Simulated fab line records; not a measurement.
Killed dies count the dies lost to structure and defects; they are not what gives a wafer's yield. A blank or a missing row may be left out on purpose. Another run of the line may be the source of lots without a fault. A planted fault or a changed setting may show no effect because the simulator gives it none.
fab line records	flow sfq-line
[record] lots = 15	wafers = 45	last-day = 92
route steps=325 shown L0V@24 M0@41 I0@43
lots that met no fault: taken from a fault-free run of the same line
start-h: hours from the record's first day to the start of the lot's first wafer shown	wait-h: how many hours have passed since the lot's step before this one	" unchanged from the row above	L1.1+2: one row covering several wafers at once	- value missing, or start not given	* or withheld: withheld	< > ~ a bound
route shown NAME@n: a module of which the file shows steps, and the number in the route of the first	usual: mean and standard deviation over wafers with no fault	same: alike in all rows	chamber/n: place in a boat	sites: per-site readings	_std_site: how widely they spread, as a standard deviation	_edge_site: outer sites' mean less inner sites'	radius-mm: how far each site lies from the wafer's centre	mask NAME#n: copy n	behind: tool/chamber where the wafer was last shaped	hold: why the lot was held/for how many hours/how that ended	device: transistor that didn't switch, given as n, p or np	end of line: the same wafers' tests at the end of the route	a step without rows: its recipe alone	killed: count of dies lost to structure and defects at first sort (not the wafer's yield)	map: dies across one wafer; x = killed, . = not, _ = none there
set.NAME: the run value of the setting; set.NAME@STEP: its run value at that earlier step	model.NAME: the simulator's own value behind a step, which no gauge read
steps of the route over a sample of lots; a table a step, a row a wafer
services: the hour from which a tool's chamber was out of use, counted from the record's first day as start-h (under 0 if before that day), plus the number of hours and why
[[steps]]
[step SFQ_TRILAYER_L0_VIA_BARC_OPEN_VIA_ETCH_021]
[recipe] mask-material = PR	chemistry = O2	target-depth-nm = 125	target = BARC	source-w = 500	bias-w = 80	pressure-mtorr = 30	time-s = 41.7
[usual] bias-w = 79.99/0.24	drypump-motor-current-A = 6.0/0.52	oes-product-au = 0.685/0.0051
lot.wafer	tool	chamber	start-h	wait-h	bias-w	drypump-motor-current-A	oes-product-au	rf-hours-counter-h
L902.1	rie-diel-03	0	90.89	0.0	80.05	6.3	0.680	7
L902.3	"	2	"	"	79.83	5.8	0.697	4
L902.5	"	3	"	"	79.82	6.7	0.687	-
L903.3	rie-diel-03	2	96.89	0.0	80.08	5.8	0.684	4
L903.4	"	3	"	"	80.17	6.7	0.681	45
L903.6	"	0	"	"	79.91	6.4	0.684	-
L904.2	rie-diel-03	2	102.89	0.0	79.86	5.7	0.681	4
L904.3	"	1	"	"	79.73	5.7	0.678	1
L904.4	"	0	"	"	79.87	6.4	0.689	7
L905.1	rie-diel-03	0	107.69	0.0	75.99	6.4	0.676	7
L905.3	"	3	"	"	75.64	6.7	0.678	45
L905.4	"	2	"	"	75.59	5.8	0.689	4
L906.2	rie-diel-03	2	112.49	0.0	75.48	5.7	0.693	5
L906.3	"	0	"	"	75.40	6.4	0.680	7
L906.4	"	1	"	"	75.77	5.7	0.689	1
L907.2	rie-diel-03	3	116.09	0.0	75.92	6.7	0.688	45
L907.3	"	1	"	"	75.49	5.7	0.692	1
L907.4	"	0	"	"	75.56	6.4	0.686	7
L909.3	rie-diel-04	3	131.79	0.0	79.54	5.8	0.693	22
L909.5	"	0	"	"	79.98	5.2	0.688	-
L909.6	"	1	"	"	80.00	6.4	0.684	-
L912.3	rie-diel-04	0	148.59	0.0	80.05	5.1	0.680	6
L912.4	"	3	"	"	79.83	5.8	0.689	23
L912.5	"	2	"	"	79.70	6.3	0.687	-
L915.2	rie-diel-04	3	169.76	0.0	79.78	5.8	0.688	23
L915.3	"	1	"	"	80.06	6.4	0.683	94
L915.5	"	1	"	"	80.16	6.4	0.682	-
L916.2	rie-diel-04	2	176.76	0.0	80.17	6.3	0.683	3
L916.5	"	0	"	"	79.40	5.2	0.689	-
L916.6	"	1	"	"	79.91	6.4	0.684	-
L918.1	rie-diel-02	3	183.96	0.0	80.22	5.5	0.686	155
L918.4	"	1	"	"	79.72	5.7	0.686	-
L918.6	"	2	"	"	80.18	6.7	0.684	-
L919.2	rie-diel-03	3	199.56	0.0	79.95	6.7	0.690	46
L919.5	"	2	"	"	79.92	5.7	0.686	-
L919.6	"	3	"	"	80.16	6.7	0.681	-
L920.3	rie-diel-03	0	204.36	0.0	79.96	6.3	0.687	9
L920.4	"	2	"	"	80.10	5.7	0.685	7
L920.6	"	2	"	"	79.78	5.7	0.692	-
L922.2	rie-diel-04	3	219.96	0.0	80.02	5.8	0.690	23
L922.3	"	0	"	"	80.02	5.2	0.677	7
L922.5	"	0	"	"	80.44	5.2	0.688	-
L924.1	rie-diel-03	3	317.56	0.0	80.20	6.7	0.692	47
L924.2	"	1	"	"	80.23	5.7	0.686	3
L924.6	"	3	"	"	79.78	6.7	0.687	-
[step SFQ_TRILAYER_M0_STRIP_STRIP_025]
[recipe] gas = O2	power-w = 200	platen-temp-c = 40	overash-fraction = 0.65	chemistry = O2	pressure-mtorr = 50
[usual] drypump-motor-current-A = 5.39/0.25	oes-product-au = 1.001/0.014
lot.wafer	tool	chamber	start-h	wait-h	drypump-motor-current-A	oes-product-au	rf-hours-counter-h
L902.1	rie-metal-01	1	176.34	0.1	5.38	1.005	73
L902.3	"	0	"	"	5.82	0.983	-
L902.5	"	1	"	"	5.38	1.005	-
L903.3	rie-metal-01	1	186.14	0.2	5.39	1.006	-
L903.4	"	0	"	"	5.85	0.974	-
L903.6	"	0	"	"	5.85	0.984	-
L904.2	rie-metal-01	1	191.94	0.1	5.38	1.011	75
L904.3	"	0	"	"	5.82	0.981	-
L904.4	"	1	"	"	5.37	1.001	-
L905.1	rie-metal-01	0	199.14	0.1	5.85	0.978	50
L905.3	"	0	"	"	5.84	0.989	-
L905.4	"	1	"	"	5.39	1.004	-
L906.2	rie-metal-01	0	203.94	0.1	5.80	0.977	51
L906.3	"	0	"	"	5.82	0.993	-
L906.4	"	1	"	"	5.37	1.012	-
L907.2	rie-metal-01	0	206.34	0.1	5.88	0.982	51
L907.3	"	1	"	"	5.38	1.003	-
L907.4	"	0	"	"	5.84	0.971	-
L909.3	rie-metal-04	0	227.10	0.2	5.04	1.014	-
L909.5	"	1	"	"	5.28	0.992	-
L909.6	"	0	"	"	5.06	1.016	-
L912.3	rie-metal-04	0	253.02	0.2	5.05	1.014	-
L912.4	"	1	"	"	5.32	1.006	-
L912.5	"	0	"	"	5.07	1.013	-
L915.2	rie-metal-04	0	274.42	0.1	5.06	1.018	33
L915.3	"	1	"	"	5.34	0.992	-
L915.5	"	0	"	"	5.10	1.027	-
L916.2	rie-metal-03	0	281.62	0.1	5.22	0.997	2
L916.5	"	1	"	"	5.54	1.032	-
L916.6	"	0	"	"	5.25	1.009	-
L918.1	rie-metal-04	0	287.62	0.1	5.08	1.018	34
L918.4	"	1	"	"	5.30	0.995	-
L918.6	"	1	"	"	5.30	0.990	-
L919.2	rie-metal-04	0	298.42	0.1	5.05	1.011	35
L919.5	"	1	"	"	5.29	0.987	-
L919.6	"	0	"	"	5.06	1.010	-
L920.3	rie-metal-01	0	299.94	0.2	5.82	0.982	-
L920.4	"	1	"	"	5.38	1.005	-
L920.6	"	0	"	"	5.89	0.979	-
L922.2	rie-metal-04	1	302.14	0.1	5.27	0.982	166
L922.3	"	1	"	"	5.31	0.986	-
L922.5	"	0	"	"	5.04	1.004	-
L924.1	rie-metal-04	1	321.32	0.1	5.33	0.992	170
L924.2	"	0	"	"	5.05	1.006	38
L924.6	"	0	"	"	5.05	1.012	-
[step SFQ_TRILAYER_I0_DEP_PECVD_027]
[recipe] material = SiO2	temp-c = 150	time-s = 111.11	pressure-torr = 2.4	rf-w = 183.3	precursor = SiH4/N2O	target-thk-nm = 500
[usual] heater-power-w = 82/16	throttle-valve-pct = 25.9/0.97
lot.wafer	tool	chamber	start-h	wait-h	heater-power-w	throttle-valve-pct
L902.1	pecvd-03	1	177.12	0.0	102	24.2
L902.3	"	0	"	"	111	26.6
L902.5	"	1	"	"	103	24.4
L903.3	pecvd-02	2	186.72	0.0	73	24.0
L903.4	"	1	"	"	70	25.9
L903.6	"	0	"	"	60	25.2
L904.2	pecvd-02	1	192.72	0.0	75	25.9
L904.3	"	2	"	"	68	24.1
L904.4	"	2	"	"	72	23.8
L905.1	pecvd-03	2	199.92	0.0	89	24.9
L905.3	"	1	"	"	90	24.3
L905.4	"	0	"	"	106	26.6
L906.2	pecvd-01	2	204.72	0.0	93	26.2
L906.3	"	0	"	"	80	26.1
L906.4	"	1	"	"	72	27.0
L907.2	pecvd-01	1	207.12	0.0	74	27.1
L907.3	"	2	"	"	97	26.2
L907.4	"	1	"	"	74	27.1
L909.3	pecvd-01	0	227.68	0.0	75	26.4
L909.5	"	0	"	"	78	26.6
L909.6	"	1	"	"	70	26.7
L912.3	pecvd-01	1	253.77	0.0	78	27.2
L912.4	"	2	"	"	104	26.1
L912.5	"	0	"	"	77	26.3
L915.2	pecvd-01	0	275.19	0.0	79	26.6
L915.3	"	1	"	"	74	27.1
L915.5	"	1	"	"	77	27.0
L916.2	pecvd-01	1	282.39	0.0	68	27.1
L916.5	"	1	"	"	73	27.1
L916.6	"	0	"	"	80	26.4
L918.1	pecvd-01	0	288.39	0.0	77	26.5
L918.4	"	1	"	"	72	27.1
L918.6	"	0	"	"	80	26.6
L919.2	pecvd-02	2	299.19	0.0	68	24.2
L919.5	"	0	"	"	70	25.7
L919.6	"	2	"	"	72	24.5
L920.3	pecvd-01	0	300.56	0.0	79	26.7
L920.4	"	1	"	"	72	27.2
L920.6	"	1	"	"	75	27.0
L922.2	pecvd-01	1	303.09	0.0	71	26.9
L922.3	"	1	"	"	73	27.0
L922.5	"	0	"	"	79	26.6
L924.1	pecvd-01	2	322.29	0.0	104	26.3
L924.2	"	0	"	"	65	26.7
L924.6	"	0	"	"	69	26.6
[step SFQ_I0_BOW_MEAS_907]
[recipe] mode = bow
[usual] I0_BOW = 0/7.3
lot.wafer	tool	chamber	start-h	wait-h	I0_BOW[um]
L902.1	film-metro-02	-	188.56	2.0	6
L902.3	"	-	"	"	6
L902.5	"	-	"	"	8
L903.3	film-metro-04	-	197.85	2.0	6
L903.4	"	-	"	"	0
L903.6	"	-	"	"	5
L904.2	film-metro-04	-	204.74	1.5	-3
L904.3	"	-	"	"	5
L904.4	"	-	"	"	4
L905.1	film-metro-02	-	212.81	1.5	1
L905.3	"	-	"	"	-9
L905.4	"	-	"	"	-7
L906.2	film-metro-03	-	216.74	1.0	-2
L906.3	"	-	"	"	1
L906.4	"	-	"	"	-9
L907.2	film-metro-02	-	221.83	2.5	3
L907.3	"	-	"	"	2
L907.4	"	-	"	"	9
L909.3	film-metro-02	-	242.85	2.0	13
L909.5	"	-	"	"	1
L909.6	"	-	"	"	9
L912.3	film-metro-04	-	266.85	1.0	-4
L912.4	"	-	"	"	3
L912.5	"	-	"	"	4
L915.2	film-metro-03	-	281.83	2.0	3
L915.3	"	-	"	"	-1
L915.5	"	-	"	"	0
L916.2	film-metro-04	-	285.85	1.5	-8
L916.5	"	-	"	"	6
L916.6	"	-	"	"	8
L918.1	film-metro-02	-	292.86	2.0	-6
L918.4	"	-	"	"	0
L918.6	"	-	"	"	-11
L919.2	film-metro-04	-	302.29	2.0	-2
L919.5	"	-	"	"	-5
L919.6	"	-	"	"	-10
L920.3	film-metro-02	-	303.67	2.5	-2
L920.4	"	-	"	"	-9
L920.6	"	-	"	"	8
L922.2	film-metro-03	-	309.65	1.0	-10
L922.3	"	-	"	"	-17
L922.5	"	-	"	"	-12
L924.1	film-metro-02	-	325.37	2.0	-6
L924.2	"	-	"	"	9
L924.6	"	-	"	"	4
[[services]]
tool	chamber	start-h	hours	kind
rie-metal-04	-	69.44	14.6	pm
pecvd-02	-	70.83	2.8	pm
rie-diel-04	-	73.13	0.5	repair
rie-metal-04	1	89.70	10.1	repair
pecvd-01	-	97.94	0.5	repair
rie-diel-03	3	119.90	36.7	repair
rie-diel-03	1	120.48	7.0	repair
rie-diel-03	0	121.69	10.3	repair
rie-diel-04	2	128.05	9.1	repair
rie-metal-01	0	131.47	5.7	repair
pecvd-02	-	133.99	0.5	repair
rie-diel-03	0	159.98	6.2	repair
rie-metal-01	-	160.50	14.6	pm
rie-diel-03	2	163.37	8.7	repair
rie-diel-04	2	183.16	7.2	repair
pecvd-01	0	196.47	7.5	repair
rie-diel-04	1	219.44	2.6	repair
rie-metal-04	1	229.75	10.0	repair
pecvd-01	-	257.23	6.0	pm
rie-diel-03	-	260.63	14.6	pm
rie-metal-04	-	264.76	1.7	repair
pecvd-01	2	288.22	20.7	repair
rie-metal-01	-	301.83	28.1	pm
rie-metal-04	0	304.58	3.6	repair
[[key]]
[first-sign] step = SFQ_TRILAYER_L0_VIA_BARC_OPEN_VIA_ETCH_021	reading = bias-w	direction = down	sigmas = 18	usual = 79.99	struck = 75.65
effect none on later readings
met-at SFQ_TRILAYER_L0_VIA_BARC_OPEN_VIA_ETCH_021
struck-lots L905,L906,L907
not-acting-at SFQ_TRILAYER_M0_STRIP_STRIP_025,SFQ_TRILAYER_I0_DEP_PECVD_027,SFQ_I0_BOW_MEAS_907
onset-between 102.89 107.69
[fault] kind = process-parameter-drift	tool = rie-diel-03	chamber = -	onset-h = 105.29	steps = SFQ_TRILAYER_L0_VIA_BARC_OPEN_VIA_ETCH_021	channel = bias-w	offset = -4.3045	shape = step	end-h = 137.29	acts-in = these-recipes-only	stated = 80
